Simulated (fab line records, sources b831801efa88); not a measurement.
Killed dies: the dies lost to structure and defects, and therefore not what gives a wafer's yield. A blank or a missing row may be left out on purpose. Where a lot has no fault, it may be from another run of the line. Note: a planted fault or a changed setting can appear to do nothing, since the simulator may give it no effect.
A single fault, viewed from 2 desks / flow sky130 / every desk sees just its own numbers, and what lay behind them comes last

== THE TOOL OWNER'S DESK: krf scanner-02 ==
The tool's own readings at SKY_CONTACT_EXPOSE_11 (exposes mask CTM1, target cd 170 nm): means of the sampled wafers that have a number, for each lot that ran on this tool. Any lot whose mean is over 4 standard deviations away from the usual mean is out of limits and marked OUT; that distance is given in the brackets.
Columns: A = exposure dose mJ cm2 at SKY_CONTACT_EXPOSE_11, usual 37.95; B = reticle temp C at SKY_CONTACT_EXPOSE_11, usual 23.01 C; C = stage vel mm s at SKY_CONTACT_EXPOSE_11, usual 499.98 mm/s
lot=L858; first seen here=day 31 07:50; A=37.96; B=22.97; C=500.00
lot=L862; first seen here=day 32 20:41; A=38.02; B=23.04; C=500.13
lot=L861; first seen here=day 32 22:38; A=37.88; B=22.99; C=499.91
lot=L866; first seen here=day 33 23:05; A=37.95; B=22.97; C=500.00
lot=L874; first seen here=day 36 15:18; A=37.90; B=23.08; C=500.15
lot=L879; first seen here=day 37 21:26; A=35.16 (-72) OUT; B=23.00; C=500.12
lot=L880; first seen here=day 38 03:15; A=35.13 (-72) OUT; B=22.98; C=499.68
This desk finds L879, L880 out of limits, L879 being first, at day 37 21:26 (exposure dose mJ cm2 at SKY_CONTACT_EXPOSE_11). Within limits: L858, L862, L861, L866, L874.

== AT THE METROLOGY DESK ==
Means of the sampled wafers that have a number, per lot and without regard to the tool the lot ran on: this is what the gauges read. Any lot whose mean is over 4 standard deviations away from the usual mean is out of limits and marked OUT; that distance is given in the brackets.
Columns: A = LI_CONTACT_W_THK at SKY_LI_CONTACT_THK_MEAS_23, usual 406 nm; B = cd nm at SKY_LOCAL_INTERCONNECT_CD_MEAS_11, usual 169.9 nm; C = CONTACT_BOW at SKY_CONTACT_BOW_MEAS_05, usual 81 um; D = cd nm at SKY_CONTACT_CD_MEAS_14, usual 170.1 nm
lot=L858; first seen here=day 29 12:38; A=411; B=168.8; C=82; D=168.8
lot=L862; first seen here=day 31 01:34; A=402; B=170.0; C=86; D=170.6
lot=L863; first seen here=day 31 01:42; A=405; B=170.8; C=80; D=167.9
lot=L861; first seen here=day 31 01:57; A=399; B=167.4; C=83; D=170.2
lot=L864; first seen here=day 31 08:22; A=407; B=172.4; C=92; D=171.7
lot=L866; first seen here=day 32 04:37; A=399; B=169.8; C=83; D=169.4
lot=L868; first seen here=day 32 17:08; A=400; B=170.5; C=80; D=168.1
lot=L867; first seen here=day 32 17:28; A=403; B=169.7; C=81; D=168.7
lot=L872; first seen here=day 34 15:12; A=409; B=170.7; C=81; D=170.5
lot=L874; first seen here=day 34 21:58; A=408; B=166.3; C=78; D=170.1
lot=L879; first seen here=day 36 04:40; A=402; B=168.8; C=84; D=156.7 (-10) OUT
lot=L880; first seen here=day 36 09:09; A=402; B=171.5; C=80; D=156.5 (-10) OUT
This desk finds L879, L880 out of limits, L879 being first, at day 38 09:27 (cd nm at SKY_CONTACT_CD_MEAS_14). Within limits: L858, L862, L863, L861, L864, L866, L868, L867, L872, L874.

== ALL TOGETHER ==
The tool owner's desk could have raised an alarm at day 37 21:26, on L879, L880.
At day 38 09:27 the metrology desk could have sounded an alarm, on L879, L880.
All the named lots went through SKY_CONTACT_EXPOSE_11 on krf scanner-02.

== WHAT HAD BEEN PUT IN BY THE SIMULATOR ==
Drift in process parameters on krf scanner-02 at SKY_CONTACT_EXPOSE_11, starting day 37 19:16. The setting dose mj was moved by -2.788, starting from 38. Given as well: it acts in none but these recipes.
Shown lots that were struck: L879, L880.
Fault start to first reading out of limits, in hours, per desk: tool owner, 2; metrology, 14.
